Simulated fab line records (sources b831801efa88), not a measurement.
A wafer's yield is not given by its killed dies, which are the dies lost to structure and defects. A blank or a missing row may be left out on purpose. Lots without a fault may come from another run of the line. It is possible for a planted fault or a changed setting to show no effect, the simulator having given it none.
The tool behind it: which one? -- flow gf180mcu -- 14 lots, 42 wafers sampled, at 3 steps of a route of 602

== WHAT THE GAUGES SHOWED, per wafer ==
GF_PASSIVATION_THK_MEAS_01.
lot,measured,on,PASSIVATION_CVD_00_THK (nm)
L721,day 28 13:40,film-metro-04,967 948 993
L722,day 28 17:35,film-metro-01,993 973 1000
L723,day 28 23:03,film-metro-01,990 1028 1001
L725,day 29 07:20,film-metro-03,969 1000 993
L727,day 29 21:51,film-metro-04,979 1008 1009
L726,day 29 22:29,film-metro-01,991 984 1016
L728,day 30 09:58,film-metro-03,990 981 998
L729,day 30 14:31,film-metro-03,964 964 993
L731,day 31 03:15,film-metro-04,963 975 993
L735,day 32 05:01,film-metro-01,985 959 980
L737,day 32 15:27,film-metro-04,972 977 988
L738,day 32 21:34,film-metro-04,994 981 982
L743,day 34 03:20,film-metro-04,992 992 1006
L744,day 34 05:32,film-metro-04,976 992 1012

== TOOL THAT RAN EACH LOT (tool first, then ch and the chambers of the sampled wafers, then the start) ==
lot,GF_V5_CVD_02,GF_TOP_METAL_SPUTTER_00
L721,"pecvd-03 ch 0,1, day 26 18:45","pvd-sputter-03, day 27 16:35"
L722,"pecvd-03 ch 0,1, day 26 22:55","pvd-sputter-03, day 27 20:21"
L723,"pecvd-03 ch 0,1,2, day 27 04:38","pvd-sputter-03, day 28 02:44"
L725,"pecvd-03 ch 0,2, day 27 12:31","pvd-sputter-02, day 28 10:50"
L727,"pecvd-04 ch 0,1, day 28 03:40","pvd-sputter-03, day 29 01:23"
L726,"pecvd-03 ch 0,1, day 28 04:32","pvd-sputter-04, day 29 02:40"
L728,"pecvd-04 ch 1,2, day 28 16:30","pvd-sputter-02, day 29 13:41"
L729,"pecvd-03 ch 0,1,2, day 28 20:59","pvd-sputter-03, day 29 18:47"
L731,"pecvd-03 ch 0,1,2, day 29 11:05","pvd-sputter-03, day 30 08:05"
L735,"pecvd-02 ch 1, day 30 16:14","pvd-sputter-04, day 31 11:17"
L737,"pecvd-02 ch 0,1,2, day 31 02:09","pvd-sputter-02, day 31 21:37"
L738,"pecvd-02 ch 0,1,2, day 31 08:35","pvd-sputter-04, day 32 04:27"
L743,"pecvd-03 ch 0,1,2, day 32 16:49","pvd-sputter-03, day 33 11:20"
L744,"pecvd-03 ch 0,2, day 32 19:13","pvd-sputter-04, day 33 13:16"
- GF_V5_CVD_02: deposits SiO2 from TEOS, target thk 1450 nm, time 163.28 s.
- GF_TOP_METAL_SPUTTER_00: material Ti, target thk 37.5 nm, time 150 s.

== AS READ BY THE TOOLS THEMSELVES (means over the sampled wafers that have a number; for cases with no such wafer, the mark the record gives instead) ==
GF_V5_CVD_02.
lot,tool,heater-power-outer-w (W),heater-power-w (W),rf-fwd-power-W (W)
L721,pecvd-03,369,661,597.1
L722,pecvd-03,392,682,599.6
L723,pecvd-03,367,635,599.1
L725,pecvd-03,394,694,596.8
L727,pecvd-04,335,578,598.4
L726,pecvd-03,330,593,598.1
L728,pecvd-04,373,624,598.6
L729,pecvd-03,360,639,595.5
L731,pecvd-03,383,664,598.5
L735,pecvd-02,350,656,596.3
L737,pecvd-02,358,642,597.4
L738,pecvd-02,401,699,596.9
L743,pecvd-03,378,664,594.9
L744,pecvd-03,394,701,598.1

GF_TOP_METAL_SPUTTER_00.
lot,tool,throttle-valve-pct (%)
L721,pvd-sputter-03,29.4
L722,pvd-sputter-03,30.2
L723,pvd-sputter-03,29.7
L725,pvd-sputter-02,29.9
L727,pvd-sputter-03,30.3
L726,pvd-sputter-04,30.2
L728,pvd-sputter-02,31.2
L729,pvd-sputter-03,29.6
L731,pvd-sputter-03,30.2
L735,pvd-sputter-04,29.6
L737,pvd-sputter-02,30.7
L738,pvd-sputter-04,30.5
L743,pvd-sputter-03,29.7
L744,pvd-sputter-04,30.8

== THE ANSWER, worked out from the rows above alone ==
Rule: the lots themselves supply what counts as usual. Put in order of their means at a reading, lots are off if they are a third of the lots or fewer, leave a main group of 4 or more, and stand apart from it by a gap of 3 or more times the standard deviation of the main group's means; of several such gaps the widest counts. A main group whose means are all the same, to the digits that the tables above print for the reading, isn't used. A lot without any number at a reading at which 4 lots or more have one is off too. Any other lot the step has rows for is counted as sound. First the gauges in route order, then the tools' own readings, where a lot's mean is used as printed above. At the first step where some lot is off, the reading lying furthest off is the one used; lots without a number count as furthest.
None of the lots is off at any reading shown; this tells nothing.

== WHAT HAD BEEN PUT IN BY THE SIMULATOR ==
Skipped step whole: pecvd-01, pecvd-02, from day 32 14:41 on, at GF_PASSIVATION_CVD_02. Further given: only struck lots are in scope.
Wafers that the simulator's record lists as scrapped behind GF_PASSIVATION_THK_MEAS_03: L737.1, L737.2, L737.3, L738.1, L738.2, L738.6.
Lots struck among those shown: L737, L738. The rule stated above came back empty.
